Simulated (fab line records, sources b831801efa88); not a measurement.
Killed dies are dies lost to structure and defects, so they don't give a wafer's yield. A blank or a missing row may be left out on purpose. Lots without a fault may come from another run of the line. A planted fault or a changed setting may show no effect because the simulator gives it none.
Which tool did it? | flow sky130 | 12 lots, 36 wafers sampled, at 3 steps of a route of 708

WHAT THE GAUGES READ, wafer by wafer
SKY_LOCAL_INTERCONNECT_CD_MEAS_11: target cd 170 nm. Usual: cd_nm 170.3 nm, standard deviation 1.5.
lot  | measured     | on        | cd_nm (nm)        | flag
L433 | day 31 22:45 | cd_sem-01 | 172.2 171.1 171.9 |
L432 | day 32 00:25 | cd_sem-01 | 168.9 169.4 170.5 |
L435 | day 32 09:02 | cd_sem-01 | 171.3 172.5 170.0 |
L439 | day 33 16:50 | cd_sem-01 | 169.4 169.0 170.5 |
L440 | day 34 01:38 | cd_sem-01 | 170.9 171.4 172.1 |
L443 | day 34 21:34 | cd_sem-02 | 168.7 168.3 168.1 |
L445 | day 35 10:19 | cd_sem-02 | 167.7 168.0 168.0 |
L449 | day 36 15:41 | cd_sem-02 | 170.0 172.2 171.2 |
L450 | day 36 17:08 | cd_sem-01 | 171.6 171.5 170.0 |
L451 | day 37 06:56 | cd_sem-01 | 171.0 171.9 172.8 |
L452 | day 37 15:05 | cd_sem-02 | 170.1 168.4 170.5 |
L453 | day 37 20:11 | cd_sem-02 | 171.2 172.7 171.5 |

SKY_LOCAL_INTERCONNECT_OVL_MEAS_12. Usual: LOCAL_INTERCONNECT_OVL 2 nm, standard deviation 5.2.
lot  | measured     | on         | LOCAL_INTERCONNECT_OVL (nm) | flag
L433 | day 31 22:51 | overlay-02 | 4 8 -1                      |
L432 | day 32 00:31 | overlay-01 | 4 -5 5                      |
L435 | day 32 09:10 | overlay-01 | 1 4 0                       |
L439 | day 33 16:57 | overlay-01 | 7 3 6                       |
L440 | day 34 01:46 | overlay-02 | 16 9 8                      |
L443 | day 34 21:40 | overlay-02 | -4 6 4                      |
L445 | day 35 10:26 | overlay-02 | -7 -10 -9                   |
L449 | day 36 15:46 | overlay-01 | 3 9 1                       |
L450 | day 36 17:14 | overlay-01 | 2 -3 1                      |
L451 | day 37 07:03 | overlay-02 | 1 1 7                       |
L452 | day 37 15:11 | overlay-02 | 12 13 8                     |
L453 | day 37 20:16 | overlay-01 | 4 -3 1                      |

WHICH TOOL RAN EACH LOT (tool, then ch and the chambers of the sampled wafers, then the start)
lot  | SKY_LI_CONTACT_ETCH_15
L433 | rie_diel-03 ch 0,1, day 30 17:29
L432 | rie_diel-03 ch 1,2,3, day 30 19:20
L435 | rie_diel-04 ch 0,3, day 31 03:53
L439 | rie_diel-04 ch 0,2, day 32 12:55
L440 | rie_diel-03 ch 0,2, day 32 21:56
L443 | rie_diel-01 ch 1,3, day 33 17:26
L445 | rie_diel-01 ch 0,1,3, day 34 06:22
L449 | rie_diel-04 ch 0,1,3, day 35 12:41
L450 | rie_diel-04 ch 0,1,2, day 35 13:49
L451 | rie_diel-04 ch 0,1,2, day 36 03:50
L452 | rie_diel-01 ch 1,2, day 36 11:23
L453 | rie_diel-04 ch 1,2,3, day 36 15:47
- SKY_LI_CONTACT_ETCH_15: etches PSG in C4F8/O2/Ar, stops on Si, target depth 600 nm.

WHAT THE TOOLS THEMSELVES READ (means of the sampled wafers that have a number; where no wafer has one, the mark that the record gives instead)
SKY_LI_CONTACT_ETCH_15. Usual: oes_product_au 0.837 a.u., standard deviation 0.0054.
lot  | tool        | oes_product_au (a.u.) | flag
L433 | rie_diel-03 | 0.836                 |
L432 | rie_diel-03 | 0.836                 |
L435 | rie_diel-04 | 0.842                 |
L439 | rie_diel-04 | 0.834                 |
L440 | rie_diel-03 | 0.831                 |
L443 | rie_diel-01 | 0.842                 |
L445 | rie_diel-01 | 0.837                 |
L449 | rie_diel-04 | 0.836                 |
L450 | rie_diel-04 | 0.838                 |
L451 | rie_diel-04 | 0.839                 |
L452 | rie_diel-01 | 0.839                 |
L453 | rie_diel-04 | 0.835                 |

THE ANSWER, worked out from the rows above alone
Rule: a lot is off if the mean of its wafers that have a number lies more than 3 standard deviations from the usual mean. A lot without any number at a reading at which 4 lots or more have one is off too. The other lots that the step has rows for count as sound. The gauges are gone through in route order, then the tools' own readings, and for those a lot's mean is taken as printed above. The first step at which some lot is off is used, and at that step the reading that is off furthest; a lot without a number counts as furthest.
No lot is off at any reading shown: from this, nothing can be told.

WHAT THE SIMULATOR HAD PUT IN
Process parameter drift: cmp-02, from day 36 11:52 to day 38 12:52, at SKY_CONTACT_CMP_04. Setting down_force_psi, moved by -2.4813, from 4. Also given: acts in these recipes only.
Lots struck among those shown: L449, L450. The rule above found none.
